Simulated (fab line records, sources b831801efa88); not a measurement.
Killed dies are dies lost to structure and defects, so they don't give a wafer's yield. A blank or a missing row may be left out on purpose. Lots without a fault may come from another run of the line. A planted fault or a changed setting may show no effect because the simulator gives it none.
fab line records | flow gf180mcu
record lots=5 wafers=15 last_day=34
route steps=602 shown VT_IMPLANT@131 MVSD@136 NWELL@137 LVPWELL@138 MVPSD@139 DUAL_GATE@141 POLY_GATE@157
lots that met no fault: from a run of the same line without faults
start_h: hours from the record's first day to the start of the lot's first wafer shown | wait_h: hours since the lot's step before | " the same as in the row above | L1.1+2: a row that stands for several wafers | - no value, or no start given | * or withheld: withheld | < > ~ a bound
route shown NAME@n: a module of which the file shows steps, and the number in the route of the first | usual: mean/standard deviation of fault-free wafers | same: alike in all rows | chamber/n: place in a boat | sites: the reading at each site | _std_site: their standard deviation | _edge_site: outer sites' mean less inner sites' | radius_mm: how far each site lies from the wafer's centre | mask NAME#n: copy n | behind: the tool/chamber that last shaped the wafer | hold: why the lot was held/for how many hours/how that ended | device: the transistor (n, p or np) that didn't switch | end of line: the same wafers' tests at the end of the route | a step without rows: its recipe alone | killed: dies lost to structure and defects at the first sort, not the wafer's yield | map: a wafer's dies, x killed, . not, _ none there
set.NAME: the setting as run; set.NAME@STEP: as run at that earlier step | model.NAME: the simulator's own value behind a step, which no gauge read
lots at some steps of the route; a table a step, a row a wafer
services: from which hour (start_h, from the record's first day; less than 0 if before it) a tool's chamber was out of use, for how many hours, and why
## steps
# step GF_VT_IMPLANT_IMPLANT_41
# recipe species=As energy_kev=70 dose_cm2=1.013e+12 tilt_deg=7
# usual beam_on_s=9.99/0.2 tilt_deg=6.999/0.02
# columns lot.wafer tool chamber start_h wait_h beam_on_s tilt_deg
L075.1 implanter-01 0 163.62 0.0 10.19 7.008
L075.4 " 0 " " 9.85 7.020
L075.5 " 0 " " 10.02 7.032
L078.1 implanter-04 0 184.81 0.0 10.05 7.000
L078.2 " 0 " " 9.80 7.003
L078.5 " 0 " " 10.04 7.019
L083.1 implanter-04 0 219.07 0.0 9.92 6.987
L083.2 " 0 " " 10.02 6.990
L083.6 " 0 " " 9.83 6.977
L086.3 implanter-02 0 237.31 0.1 10.29 6.979
L086.5 " 0 " " 10.22 7.019
L086.6 " 0 " " 10.05 6.994
L096.1 implanter-01 0 304.06 0.0 10.03 6.973
L096.2 " 0 " " 10.61 6.999
L096.4 " 0 " " 10.06 7.007
# step GF_VT_IMPLANT_STRIP_42
# recipe chemistry=O2/N2 power_w=1400 pressure_mtorr=1500 platen_temp_c=250 o2_flow_sccm=3000 n2_flow_sccm=300 overash_fraction=0.5
# usual drypump_motor_current_A=5.7/0.33 heater_power_w=340/25 oes_product_au=0.716/0.0042 strip_time_to_endpoint_s=12.63/0.036
# columns lot.wafer tool chamber start_h wait_h drypump_motor_current_A heater_power_w oes_product_au rf_hours_counter_h strip_time_to_endpoint_s
L075.1 plasma_asher-01 1 163.77 0.1 6.0 342 0.718 5 12.69
L075.4 " 0 " " 5.8 299 0.719 - 12.71
L075.5 " 1 " " 6.0 348 0.720 - 12.66
L078.1 plasma_asher-04 1 184.96 0.1 5.4 367 0.722 56 12.61
L078.2 " 0 " " 5.3 345 0.720 56 12.65
L078.5 " 1 " " 5.4 363 0.709 - 12.62
L083.1 plasma_asher-01 0 219.22 0.1 5.8 309 0.713 11 12.64
L083.2 " 1 " " 6.0 339 0.724 11 12.60
L083.6 " 1 " " 6.0 352 0.708 - 12.64
L086.3 plasma_asher-01 0 237.44 0.1 5.8 300 0.716 - 12.61
L086.5 " 0 " " 5.8 302 0.713 - 12.57
L086.6 " 1 " " 6.0 355 0.715 - 12.58
L096.1 plasma_asher-01 0 304.21 0.1 5.8 306 0.716 19 12.59
L096.2 " 1 " " 6.0 359 0.724 19 12.60
L096.4 " 1 " " 6.1 343 0.720 - 12.61
# step GF_VT_IMPLANT_TW_MEAS_43
# usual VT_IMPLANT_4_TW=686/6.3
# columns lot.wafer tool chamber start_h wait_h VT_IMPLANT_4_TW
L075.1 film_metro-04 - 163.87 0.1 697
L075.4 " - " " 692
L075.5 " - " " 696
L078.1 film_metro-04 - 185.06 0.1 694
L078.2 " - " " 693
L078.5 " - " " 697
L083.1 film_metro-03 - 219.32 0.1 677
L083.2 " - " " 680
L083.6 " - " " 678
L086.3 film_metro-03 - 237.53 0.1 683
L086.5 " - " " 678
L086.6 " - " " 685
L096.1 film_metro-01 - 304.31 0.1 688
L096.2 " - " " 687
L096.4 " - " " 684
# step GF_VT_IMPLANT_CLEAN_44
# recipe chemistry=SC1/SC2 mix=1:4:20 temp_c=70 time_s=150 dry=n2_spin
# usual bath_heat_duty_pct=13.6/1.3
# columns lot.wafer tool chamber start_h wait_h bath_heat_duty_pct
L075.1 wet_bench-01 3 163.93 0.1 11.0
L075.4 " 3 " " 11.3
L075.5 " 3 " " 11.7
L078.1 wet_bench-01 0 185.12 0.1 15.0
L078.2 " 0 " " 14.8
L078.5 " 0 " " 14.2
L083.1 wet_bench-01 2 219.38 0.1 14.5
L083.2 " 2 " " 15.0
L083.6 " 2 " " 15.1
L086.3 wet_bench-01 1 237.57 0.0 15.2
L086.5 " 1 " " 13.7
L086.6 " 1 " " 13.4
L096.1 wet_bench-04 3 304.37 0.1 12.0
L096.2 " 3 " " 11.9
L096.4 " 3 " " 12.3
# step GF_VT_IMPLANT_RTA_45
# recipe temp_c=1050 time_s=30 ambient=N2
# usual lamp_power_pct=35/3.7 wafer_temp_C_max=1056.7/1.7
# columns lot.wafer tool chamber start_h wait_h lamp_power_pct wafer_temp_C_max
L075.1 rtp_anneal-01 0 163.98 0.0 39 1056.1
L075.4 " 0 " " 39 1059.5
L075.5 " 0 " " 39 1058.1
L078.1 rtp_anneal-02 0 185.17 0.0 32 1056.1
L078.2 " 0 " " 32 1055.6
L078.5 " 0 " " 32 1055.6
L083.1 rtp_anneal-02 0 219.43 0.0 32 1055.5
L083.2 " 0 " " 32 1056.3
L083.6 " 0 " " 32 1054.7
L086.3 rtp_anneal-02 0 237.65 0.0 32 1055.2
L086.5 " 0 " " 32 1054.3
L086.6 " 0 " " 32 1054.7
L096.1 rtp_anneal-02 0 304.42 0.0 32 1057.5
L096.2 " 0 " " 32 1055.9
L096.4 " 0 " " 32 1054.0
# step GF_VT_IMPLANT_RS_MEAS_46
# recipe thk_meas_gauge=four-point-probe
# usual MVSD_RS=456.8/1.4
# columns lot.wafer tool chamber start_h wait_h MVSD_RS[ohm/sq]
L075.1 film_metro-04 - 164.08 0.1 455.0
L075.4 " - " " 456.5
L075.5 " - " " 455.8
L078.1 film_metro-04 - 185.27 0.1 455.9
L078.2 " - " " 455.7
L078.5 " - " " 454.8
L083.1 film_metro-02 - 219.53 0.1 456.1
L083.2 " - " " 458.1
L083.6 " - " " 457.3
L086.3 film_metro-02 - 237.76 0.1 459.2
L086.5 " - " " 459.0
L086.6 " - " " 459.5
L096.1 film_metro-02 - 304.52 0.1 456.8
L096.2 " - " " 457.4
L096.4 " - " " 457.5
# step GF_VT_IMPLANT_RS_MEAS_47
# recipe thk_meas_gauge=four-point-probe
# usual NWELL_RS=488.3/1.4
# columns lot.wafer tool chamber start_h wait_h NWELL_RS[ohm/sq]
L075.1 film_metro-04 - 164.20 0.1 488.5
L075.4 " - " " 488.7
L075.5 " - " " 488.8
L078.1 film_metro-04 - 185.39 0.1 490.4
L078.2 " - " " 490.5
L078.5 " - " " 490.7
L083.1 film_metro-02 - 219.65 0.1 488.6
L083.2 " - " " 489.6
L083.6 " - " " 488.8
L086.3 film_metro-02 - 237.88 0.1 489.7
L086.5 " - " " 489.6
L086.6 " - " " 491.3
L096.1 film_metro-02 - 304.64 0.1 488.1
L096.2 " - " " 489.4
L096.4 " - " " 489.6
# step GF_VT_IMPLANT_RS_MEAS_48
# recipe thk_meas_gauge=four-point-probe
# usual LVPWELL_RS=1197.6/2.5
# columns lot.wafer tool chamber start_h wait_h LVPWELL_RS[ohm/sq]
L075.1 film_metro-04 - 164.32 0.1 1191.2
L075.4 " - " " 1192.2
L075.5 " - " " 1194.9
L078.1 film_metro-04 - 185.51 0.1 1193.8
L078.2 " - " " 1199.1
L078.5 " - " " 1196.9
L083.1 film_metro-02 - 219.77 0.1 1199.2
L083.2 " - " " 1204.2
L083.6 " - " " 1200.0
L086.3 film_metro-02 - 238.00 0.1 1203.8
L086.5 " - " " 1197.1
L086.6 " - " " 1199.8
L096.1 film_metro-02 - 304.76 0.1 1199.8
L096.2 " - " " 1199.7
L096.4 " - " " 1201.1
# step GF_VT_IMPLANT_RS_MEAS_49
# recipe thk_meas_gauge=four-point-probe
# usual MVPSD_RS=1168.4/3
# columns lot.wafer tool chamber start_h wait_h MVPSD_RS[ohm/sq]
L075.1 film_metro-04 - 164.44 0.1 1167.2
L075.4 " - " " 1168.7
L075.5 " - " " 1166.5
L078.1 film_metro-04 - 185.63 0.1 1160.0
L078.2 " - " " 1162.4
L078.5 " - " " 1163.9
L083.1 film_metro-02 - 219.89 0.1 1170.9
L083.2 " - " " 1173.3
L083.6 " - " " 1174.9
L086.3 film_metro-02 - 238.12 0.1 1170.6
L086.5 " - " " 1173.8
L086.6 " - " " 1170.6
L096.1 film_metro-02 - 304.88 0.1 1164.4
L096.2 " - " " 1165.3
L096.4 " - " " 1167.4
# step GF_VT_IMPLANT_WET_ETCH_50
# recipe chemistry=dHF target_depth_nm=20 target=SiO2 temp_c=25 dilution=100:1 time_s=400
# usual bath_heat_duty_pct=6.1/0.71
# columns lot.wafer tool chamber start_h wait_h bath_heat_duty_pct
L075.1 wet_bench-01 1 164.56 0.1 5.3
L075.4 " 1 " " 6.5
L075.5 " 1 " " 5.3
L078.1 wet_bench-04 0 185.75 0.1 7.2
L078.2 " 0 " " 6.8
L078.5 " 0 " " 6.2
L083.1 wet_bench-02 2 220.01 0.1 6.1
L083.2 " 2 " " 6.2
L083.6 " 2 " " 5.8
L086.3 wet_bench-04 0 238.20 0.1 7.0
L086.5 " 0 " " 6.1
L086.6 " 0 " " 6.7
L096.1 wet_bench-02 2 305.00 0.1 5.3
L096.2 " 2 " " 5.4
L096.4 " 2 " " 5.9
# step GF_DUAL_GATE_CLEAN_00
# recipe chemistry=SC1/SC2 mix=1:4:20 temp_c=70 time_s=150
# usual bath_heat_duty_pct=13.1/1.5
# columns lot.wafer tool chamber start_h wait_h bath_heat_duty_pct
L075.1 wet_bench-01 3 164.67 0.0 10.8
L075.4 " 3 " " 10.8
L075.5 " 3 " " 10.1
L078.1 wet_bench-01 3 185.89 0.0 11.6
L078.2 " 3 " " 11.2
L078.5 " 3 " " 11.0
L083.1 wet_bench-04 1 220.15 0.0 13.9
L083.2 " 1 " " 14.8
L083.6 " 1 " " 13.1
L086.3 wet_bench-01 2 238.32 0.0 15.4
L086.5 " 2 " " 14.8
L086.6 " 2 " " 15.0
L096.1 wet_bench-04 2 305.12 0.0 13.4
L096.2 " 2 " " 13.0
L096.4 " 2 " " 12.1
# step GF_DUAL_GATE_CLEAN_01
# recipe chemistry=dHF time_s=20 dilution=100:1 dry=ipa_marangoni
# columns lot.wafer tool chamber start_h wait_h
L075.1+4+5 wet_bench-01 2 164.72 0.0
L078.1+2+5 wet_bench-04 3 185.94 0.0
L083.1+2+6 wet_bench-02 1 220.20 0.0
L086.3+5+6 wet_bench-04 0 238.37 0.0
L096.1+2+4 wet_bench-02 2 305.17 0.0
# step GF_DUAL_GATE_OXIDATION_02
# recipe temp_c=900 ambient=O2 stabilise_s=600 purge_s=300 target_thk_a=108.87 ox_time_s=1602
# usual ox_temp_c_max=902.7/0.68 tube_center_temp_C_max=902.3/0.37
# same purge_s=300
# columns lot.wafer tool chamber start_h wait_h ox_temp_c_max tube_center_temp_C_max
L075.1 furnace-01 0 165.71 1.0 903.3 902.6
L075.4 " 0 " " 902.7 902.4
L075.5 " 0 " " 902.6 901.9
L078.1 furnace-01 0 188.46 2.5 903.2 902.2
L078.2 " 0 " " 902.5 902.4
L078.5 " 0 " " 903.4 902.2
L083.1 furnace-02 0 220.22 0.0 903.5 902.6
L083.2 " 0 " " 902.4 902.2
L083.6 " 0 " " 902.7 902.2
L086.3 furnace-02 0 238.43 0.0 903.2 902.5
L086.5 " 0 " " 902.0 901.9
L086.6 " 0 " " 902.1 902.4
L096.1 furnace-02 0 305.20 0.0 902.2 902.5
L096.2 " 0 " " 903.3 902.3
L096.4 " 0 " " 902.4 902.1
# step GF_DUAL_GATE_THK_MEAS_03
# recipe reads=SiO2_of_DUAL_GATE_OXIDATION_02
# usual DUAL_GATE_OXIDATION_00_THK=10.95/0.27
# columns lot.wafer tool chamber start_h wait_h DUAL_GATE_OXIDATION_00_THK[nm]
L075.1 film_metro-03 - 167.15 0.0 11.01
L075.4 " - " " 11.11
L075.5 " - " " 11.07
L078.1 film_metro-02 - 189.90 0.0 10.92
L078.2 " - " " 11.13
L078.5 " - " " 11.03
L083.1 film_metro-04 - 221.67 0.0 10.60
L083.2 " - " " 10.57
L083.6 " - " " 10.72
L086.3 film_metro-03 - 239.89 0.0 10.87
L086.5 " - " " 10.85
L086.6 " - " " 10.89
L096.1 film_metro-02 - 306.64 0.0 10.95
L096.2 " - " " 10.90
L096.4 " - " " 10.84
# step GF_DUAL_GATE_DEHYDRATE_04
# recipe temp_c=200 time_s=60
# columns lot.wafer tool chamber start_h wait_h
L075.1+4+5 litho_track-04 0 174.72 7.6
L078.1+2+5 litho_track-03 0 197.44 7.5
L083.1+2+6 litho_track-04 0 230.12 8.4
L086.3+5+6 litho_track-02 0 248.74 8.8
L096.1+2+4 litho_track-02 0 316.49 9.8
# step GF_DUAL_GATE_HMDS_05
# recipe prime_time_s=60 prime_temp_c=120
# columns lot.wafer tool chamber start_h wait_h
L075.1+4+5 litho_track-04 0 174.87 0.1
L078.1+2+5 litho_track-03 0 197.59 0.1
L083.1+2+6 litho_track-04 0 230.27 0.1
L086.3+5+6 litho_track-02 0 248.89 0.1
L096.1+2+4 litho_track-02 0 316.64 0.1
# step GF_DUAL_GATE_COAT_06
# recipe resist=NOVOLAK spin_rpm=3000 resist_thk_nm=1000
# columns lot.wafer tool chamber start_h wait_h
L075.1+4+5 litho_track-04 0 175.02 0.1
L078.1+2+5 litho_track-03 0 197.74 0.1
L083.1+2+6 litho_track-04 0 230.42 0.1
L086.3+5+6 litho_track-02 0 249.04 0.1
L096.1+2+4 litho_track-02 0 316.79 0.1
# step GF_DUAL_GATE_SOFTBAKE_07
# recipe temp_c=90 time_s=60 resist=NOVOLAK
# columns lot.wafer tool chamber start_h wait_h
L075.1+4+5 litho_track-04 0 175.17 0.1
L078.1+2+5 litho_track-03 0 197.89 0.1
L083.1+2+6 litho_track-04 0 230.57 0.1
L086.3+5+6 litho_track-02 0 249.19 0.1
L096.1+2+4 litho_track-02 0 316.94 0.1
# step GF_DUAL_GATE_EXPOSE_08
# recipe mask_id=Dualgate target_cd_nm=700 na=0.6 source_shape=conventional sigma_outer=0.6 dose_mj=140
# usual reticle_temp_C=23.02/0.11
# columns lot.wafer tool chamber start_h wait_h mask reticle_temp_C
L075.1 iline_stepper-02 0 - - Dualgate#0 23.18
L075.4 " 0 " " Dualgate#0 23.11
L075.5 " 0 " " Dualgate#0 23.02
L078.1 iline_stepper-02 0 - - Dualgate#0 23.06
L078.2 " 0 " " Dualgate#0 23.14
L078.5 " 0 " " Dualgate#0 23.11
L083.1 iline_stepper-02 0 - - Dualgate#0 22.83
L083.2 " 0 " " Dualgate#0 22.84
L083.6 " 0 " " Dualgate#0 22.92
L086.3 iline_stepper-02 0 - - Dualgate#0 22.97
L086.5 " 0 " " Dualgate#0 22.95
L086.6 " 0 " " Dualgate#0 23.09
L096.1 iline_stepper-02 0 - - Dualgate#0 23.10
L096.2 " 0 " " Dualgate#0 23.24
L096.4 " 0 " " Dualgate#0 23.13
# step GF_DUAL_GATE_PEB_09
# recipe temp_c=withheld time_s=* resist=NOVOLAK
# columns lot.wafer tool chamber start_h wait_h
L075.1+4+5 litho_track-03 0 - -
L078.1+2+5 litho_track-03 0 - -
L083.1+2+6 litho_track-02 0 - -
L086.3+5+6 litho_track-03 0 - -
L096.1+2+4 litho_track-04 0 - -
# step GF_DUAL_GATE_DEVELOP_10
# recipe develop_time_s=60 dev_temp_c=23
# same develop_time_s=60
# columns lot.wafer tool chamber start_h wait_h
L075.1+4+5 litho_track-03 0 183.84 0.1
L078.1+2+5 litho_track-03 0 206.19 0.1
L083.1+2+6 litho_track-02 0 239.49 0.1
L086.3+5+6 litho_track-03 0 258.13 0.1
L096.1+2+4 litho_track-04 0 326.77 0.1
# step GF_DUAL_GATE_OVL_MEAS_11
# usual DUAL_GATE_OVL=1.0/1.5
# columns lot.wafer tool chamber start_h wait_h DUAL_GATE_OVL[nm]
L075.1 overlay-01 - 183.99 0.1 3.2
L075.4 " - " " 2.9
L075.5 " - " " 4.2
L078.1 overlay-01 - 206.34 0.1 2.6
L078.2 " - " " 1.0
L078.5 " - " " 1.5
L083.1 overlay-01 - 239.64 0.1 2.6
L083.2 " - " " 1.8
L083.6 " - " " 2.1
L086.3 overlay-02 - 258.25 0.1 1.4
L086.5 " - " " 2.3
L086.6 " - " " 1.3
L096.1 overlay-01 - 326.92 0.1 2.0
L096.2 " - " " 1.4
L096.4 " - " " 2.3
# step GF_DUAL_GATE_WET_ETCH_12
# recipe chemistry=dHF target_depth_nm=13 dry=n2_spin target=SiO2 temp_c=25 dilution=100:1 time_s=260
# usual bath_heat_duty_pct=6.2/0.77
# columns lot.wafer tool chamber start_h wait_h bath_heat_duty_pct
L075.1 wet_bench-01 2 184.02 0.0 7.1
L075.4 " 2 " " 6.7
L075.5 " 2 " " 6.9
L078.1 wet_bench-01 3 206.37 0.0 5.2
L078.2 " 3 " " 5.8
L078.5 " 3 " " 5.3
L083.1 wet_bench-04 0 239.67 0.0 6.8
L083.2 " 0 " " 7.5
L083.6 " 0 " " 6.5
L086.3 wet_bench-01 0 258.27 0.0 6.7
L086.5 " 0 " " 6.3
L086.6 " 0 " " 7.4
L096.1 wet_bench-01 1 326.96 0.0 6.4
L096.2 " 1 " " 6.8
L096.4 " 1 " " 7.0
# step GF_DUAL_GATE_STRIP_13
# recipe chemistry=O2/N2 power_w=1400 pressure_mtorr=1500 platen_temp_c=250 o2_flow_sccm=3000 n2_flow_sccm=300 overash_fraction=0.5
# usual drypump_motor_current_A=5.4/0.32 heater_power_w=328/21 oes_product_au=0.716/0.0042 strip_time_to_endpoint_s=12.63/0.03
# columns lot.wafer tool chamber start_h wait_h drypump_motor_current_A heater_power_w oes_product_au rf_hours_counter_h strip_time_to_endpoint_s
L075.1 plasma_asher-04 0 184.10 0.0 5.4 353 0.713 56 12.56
L075.4 " 0 " " 5.3 349 0.715 - 12.56
L075.5 " 1 " " 5.3 366 0.718 - 12.60
L078.1 plasma_asher-02 0 206.46 0.0 5.2 336 0.718 39 12.59
L078.2 " 1 " " 5.2 310 0.721 39 12.64
L078.5 " 0 " " 5.2 330 0.712 - 12.64
L083.1 plasma_asher-01 1 239.75 0.0 6.0 349 0.720 13 12.62
L083.2 " 0 " " 5.8 305 0.713 13 12.60
L083.6 " 1 " " 6.0 347 0.716 - 12.65
L086.3 plasma_asher-01 0 258.38 0.0 5.8 299 0.717 - 12.63
L086.5 " 1 " " 6.0 349 0.720 - 12.63
L086.6 " 0 " " 5.8 308 0.715 - 12.60
L096.1 plasma_asher-01 1 327.04 0.0 6.0 352 0.714 22 12.60
L096.2 " 0 " " 5.8 301 0.711 22 12.68
L096.4 " 1 " " 6.1 347 0.725 - 12.63
# step GF_DUAL_GATE_CLEAN_14
# recipe chemistry=SC1/SC2 mix=1:4:20 temp_c=70 time_s=150 dry=n2_spin
# usual bath_heat_duty_pct=13.6/1.4
# columns lot.wafer tool chamber start_h wait_h bath_heat_duty_pct
L075.1 wet_bench-02 1 184.20 0.1 12.6
L075.4 " 1 " " 12.2
L075.5 " 1 " " 13.6
L078.1 wet_bench-02 3 206.56 0.1 12.6
L078.2 " 3 " " 11.9
L078.5 " 3 " " 12.3
L083.1 wet_bench-04 3 239.85 0.1 11.0
L083.2 " 3 " " 12.7
L083.6 " 3 " " 11.5
L086.3 wet_bench-01 2 258.45 0.0 14.3
L086.5 " 2 " " 15.4
L086.6 " 2 " " 14.6
L096.1 wet_bench-04 0 327.14 0.1 15.7
L096.2 " 0 " " 14.6
L096.4 " 0 " " 14.9
# step GF_DUAL_GATE_OXIDATION_15
# recipe temp_c=850 ambient=O2 stabilise_s=600 purge_s=300 target_thk_a=70.98 ox_time_s=1995
# usual ox_temp_c_max=852.4/0.57 tube_center_temp_C_max=852.2/0.37
# same purge_s=300
# columns lot.wafer tool chamber start_h wait_h ox_temp_c_max tube_center_temp_C_max
L075.1 furnace-01 0 184.26 0.0 852.2 852.5
L075.4 " 0 " " 851.7 851.9
L075.5 " 0 " " 853.2 852.3
L078.1 furnace-02 0 206.80 0.2 852.3 852.2
L078.2 " 0 " " 852.2 852.1
L078.5 " 0 " " 852.5 852.4
L083.1 furnace-02 0 239.90 0.0 851.9 852.7
L083.2 " 0 " " 852.0 852.3
L083.6 " 0 " " 851.8 852.2
L086.3 furnace-02 0 261.43 2.9 852.0 852.2
L086.5 " 0 " " 852.1 851.9
L086.6 " 0 " " 853.0 851.8
L096.1 furnace-02 0 327.19 0.0 852.9 851.9
L096.2 " 0 " " 852.4 851.8
L096.4 " 0 " " 852.0 851.9
# step GF_POLY_GATE_CVD_00
# recipe material=poly-Si target_thk_nm=200 temp_c=620 time_s=1200 pressure_mtorr=200
# usual pressure_mtorr=199.9/0.35
# columns lot.wafer tool chamber start_h wait_h pressure_mtorr
L075.1 lpcvd-01 1 185.81 0.0 199.8
L075.4 " 1 " " 199.6
L075.5 " 1 " " 200.1
L078.1 lpcvd-02 0 208.35 0.0 200.1
L078.2 " 0 " " 199.7
L078.5 " 0 " " 200.3
L083.1 lpcvd-02 1 241.46 0.0 200.0
L083.2 " 1 " " 199.9
L083.6 " 1 " " 200.0
L086.3 lpcvd-01 1 262.99 0.0 200.0
L086.5 " 1 " " 200.2
L086.6 " 1 " " 199.8
L096.1 lpcvd-02 1 328.75 0.0 199.6
L096.2 " 1 " " 200.1
L096.4 " 1 " " 199.6
# step GF_POLY_GATE_THK_MEAS_01
# recipe reads=poly-Si_of_POLY_GATE_CVD_00
# usual POLY_GATE_CVD_00_THK=200.7/2
# columns lot.wafer tool chamber start_h wait_h POLY_GATE_CVD_00_THK[nm]
L075.1 film_metro-03 - 187.14 0.0 198.7
L075.4 " - " " 198.7
L075.5 " - " " 197.8
L078.1 film_metro-01 - 209.68 0.0 201.4
L078.2 " - " " 202.4
L078.5 " - " " 201.7
L083.1 film_metro-01 - 242.79 0.0 201.7
L083.2 " - " " 201.5
L083.6 " - " " 200.7
L086.3 film_metro-01 - 264.37 0.0 195.7
L086.5 " - " " 199.0
L086.6 " - " " 196.1
L096.1 film_metro-01 - 330.08 0.0 201.2
L096.2 " - " " 200.1
L096.4 " - " " 201.1
# step GF_POLY_GATE_DEHYDRATE_02
# recipe temp_c=200 time_s=60
# columns lot.wafer tool chamber start_h wait_h
L075.1+4+5 litho_track-01 0 194.68 7.5
L078.1+2+5 litho_track-03 0 218.19 8.5
L083.1+2+6 litho_track-02 0 251.89 9.1
L086.3+5+6 litho_track-01 0 272.38 8.0
L096.1+2+4 litho_track-01 0 340.18 10.1
# step GF_POLY_GATE_HMDS_03
# recipe prime_time_s=60 prime_temp_c=120
# columns lot.wafer tool chamber start_h wait_h
L075.1+4+5 litho_track-01 0 194.83 0.1
L078.1+2+5 litho_track-03 0 218.34 0.1
L083.1+2+6 litho_track-02 0 252.04 0.1
L086.3+5+6 litho_track-01 0 272.53 0.1
L096.1+2+4 litho_track-01 0 340.33 0.1
# step GF_POLY_GATE_COAT_04
# recipe resist=BARC temp_c=withheld time_s=withheld spin_rpm=withheld resist_thk_nm=withheld
# columns lot.wafer tool chamber start_h wait_h
L075.1+4+5 litho_track-01 0 194.98 0.1
L078.1+2+5 litho_track-03 0 218.49 0.1
L083.1+2+6 litho_track-02 0 252.19 0.1
L086.3+5+6 litho_track-01 0 272.68 0.1
L096.1+2+4 litho_track-01 0 340.48 0.1
# step GF_POLY_GATE_COAT_05
# recipe resist=KrF spin_rpm=withheld resist_thk_nm=700
# columns lot.wafer tool chamber start_h wait_h
L075.1+4+5 litho_track-01 0 - -
L078.1+2+5 litho_track-03 0 - -
L083.1+2+6 litho_track-02 0 - -
L086.3+5+6 litho_track-01 0 - -
L096.1+2+4 litho_track-01 0 - -
# step GF_POLY_GATE_SOFTBAKE_06
# recipe temp_c=130 time_s=60 resist=KrF
# columns lot.wafer tool chamber start_h wait_h
L075.1+4+5 litho_track-01 0 - -
L078.1+2+5 litho_track-03 0 - -
L083.1+2+6 litho_track-02 0 - -
L086.3+5+6 litho_track-01 0 - -
L096.1+2+4 litho_track-01 0 - -
# step GF_POLY_GATE_EXPOSE_07
# recipe mask_id=Poly2 target_cd_nm=280 na=0.68 source_shape=conventional sigma_outer=0.6 dose_mj=28
# usual reticle_temp_C=22.99/0.12
# columns lot.wafer tool chamber start_h wait_h mask reticle_temp_C
L075.1 krf_scanner-01 0 - - Poly2#0 22.99
L075.4 " 0 " " Poly2#0 23.06
L075.5 " 0 " " Poly2#0 22.96
L078.1 krf_scanner-02 0 - - Poly2#0 22.79
L078.2 " 0 " " Poly2#0 22.86
L078.5 " 0 " " Poly2#0 22.87
L083.1 krf_scanner-01 0 - - Poly2#0 22.92
L083.2 " 0 " " Poly2#0 23.00
L083.6 " 0 " " Poly2#0 23.10
L086.3 krf_scanner-02 0 - - Poly2#0 22.96
L086.5 " 0 " " Poly2#0 23.09
L086.6 " 0 " " Poly2#0 22.77
L096.1 krf_scanner-01 0 - - Poly2#0 22.98
L096.2 " 0 " " Poly2#0 23.05
L096.4 " 0 " " Poly2#0 22.90
# step GF_POLY_GATE_PEB_08
# recipe peb_temp_c=135 peb_time_s=90 resist=KrF
# columns lot.wafer tool chamber start_h wait_h
L075.1+4+5 litho_track-03 0 - -
L078.1+2+5 litho_track-03 0 - -
L083.1+2+6 litho_track-02 0 - -
L086.3+5+6 litho_track-01 0 - -
L096.1+2+4 litho_track-01 0 - -
# step GF_POLY_GATE_DEVELOP_09
# recipe develop_time_s=60 resist=KrF dev_temp_c=21
# same develop_time_s=60
# columns lot.wafer tool chamber start_h wait_h
L075.1+4+5 litho_track-03 0 203.59 0.2
L078.1+2+5 litho_track-03 0 227.49 0.2
L083.1+2+6 litho_track-02 0 261.04 0.2
L086.3+5+6 litho_track-01 0 282.18 0.1
L096.1+2+4 litho_track-01 0 351.03 0.2
# step GF_POLY_GATE_CD_MEAS_10
# recipe target_cd_nm=280
# usual cd_nm=279.8/1.4
# columns lot.wafer tool chamber start_h wait_h cd_nm
L075.1 cd_sem-01 - 203.74 0.1 279.7
L075.4 " - " " 281.0
L075.5 " - " " 279.6
L078.1 cd_sem-02 - 227.64 0.1 280.5
L078.2 " - " " 280.1
L078.5 " - " " 279.3
L083.1 cd_sem-02 - 261.19 0.1 281.7
L083.2 " - " " 282.7
L083.6 " - " " 282.5
L086.3 cd_sem-02 - 282.32 0.1 280.3
L086.5 " - " " 279.9
L086.6 " - " " 280.3
L096.1 cd_sem-02 - 351.18 0.1 279.4
L096.2 " - " " 278.8
L096.4 " - " " 279.7
# step GF_POLY_GATE_OVL_MEAS_11
# usual POLY_GATE_OVL=-3/5.1
# columns lot.wafer tool chamber start_h wait_h POLY_GATE_OVL[nm]
L075.1 overlay-01 - 203.86 0.1 -8
L075.4 " - " " -15
L075.5 " - " " -6
L078.1 overlay-02 - 227.76 0.1 -5
L078.2 " - " " -2
L078.5 " - " " -1
L083.1 overlay-02 - 261.31 0.1 -10
L083.2 " - " " -3
L083.6 " - " " -3
L086.3 overlay-02 - 282.41 0.1 0
L086.5 " - " " 7
L086.6 " - " " -2
L096.1 overlay-02 - 351.30 0.1 1
L096.2 " - " " -3
L096.4 " - " " -3
# step GF_POLY_GATE_ETCH_12
# recipe chemistry=N2/H2 target_depth_a=withheld overetch_a=withheld time_s=withheld target=BARC ion_energy_ev=200 source_w=500 bias_w=100 pressure_mtorr=30 n2_flow_sccm=100 h2_flow_sccm=200
# usual drypump_motor_current_A=5.5/0.41 oes_product_au=0.736/0.0052 throttle_valve_pct=13.215/0.0085
# columns lot.wafer tool chamber start_h wait_h drypump_motor_current_A oes_product_au throttle_valve_pct
L075.1 rie_diel-02 0 203.89 0.0 5.8 0.746 13.196
L075.4 " 2 " " 4.9 0.734 13.209
L075.5 " 0 " " 5.9 0.734 13.209
L078.1 rie_diel-02 1 227.79 0.0 5.5 0.726 13.222
L078.2 " 2 " " 4.9 0.727 13.223
L078.5 " 2 " " 4.8 0.735 13.211
L083.1 rie_diel-02 3 261.34 0.0 5.9 0.735 13.207
L083.2 " 0 " " 5.9 0.732 13.211
L083.6 " 2 " " 4.8 0.734 13.227
L086.3 rie_diel-02 1 282.43 0.0 5.6 0.730 13.217
L086.5 " 1 " " 5.5 0.740 13.209
L086.6 " 2 " " 4.8 0.734 13.217
L096.1 rie_diel-02 2 351.33 0.0 4.9 0.728 13.213
L096.2 " 1 " " 5.6 0.732 13.208
L096.4 " 3 " " 6.0 0.738 13.213
## services
# columns tool chamber start_h hours kind
wet_bench-01 - 145.68 4.5 repair
krf_scanner-01 - 147.31 0.4 repair
furnace-02 - 151.76 2.9 pm
lpcvd-02 - 152.48 0.3 repair
iline_stepper-02 - 171.89 0.6 repair
rie_diel-02 3 172.21 4.5 repair
iline_stepper-02 - 176.73 1.7 pm
furnace-02 - 184.06 10.3 pm
rie_diel-02 - 191.79 0.5 repair
iline_stepper-02 - 218.52 4.8 repair
furnace-02 - 221.67 2.9 pm
rie_diel-02 - 223.20 2.4 repair
furnace-02 - 231.92 2.5 pm
wet_bench-02 - 233.68 40.7 pm
furnace-01 - 242.31 12.9 pm
krf_scanner-01 - 257.06 4.0 pm
rie_diel-02 2 261.47 6.6 repair
krf_scanner-01 - 262.90 1.0 pm
krf_scanner-01 - 273.09 1.3 pm
plasma_asher-01 - 279.73 0.6 repair
furnace-01 - 289.99 4.1 pm
krf_scanner-01 - 293.32 0.8 pm
furnace-02 - 319.68 3.5 pm
plasma_asher-01 - 340.70 3.0 repair
## key
fault none
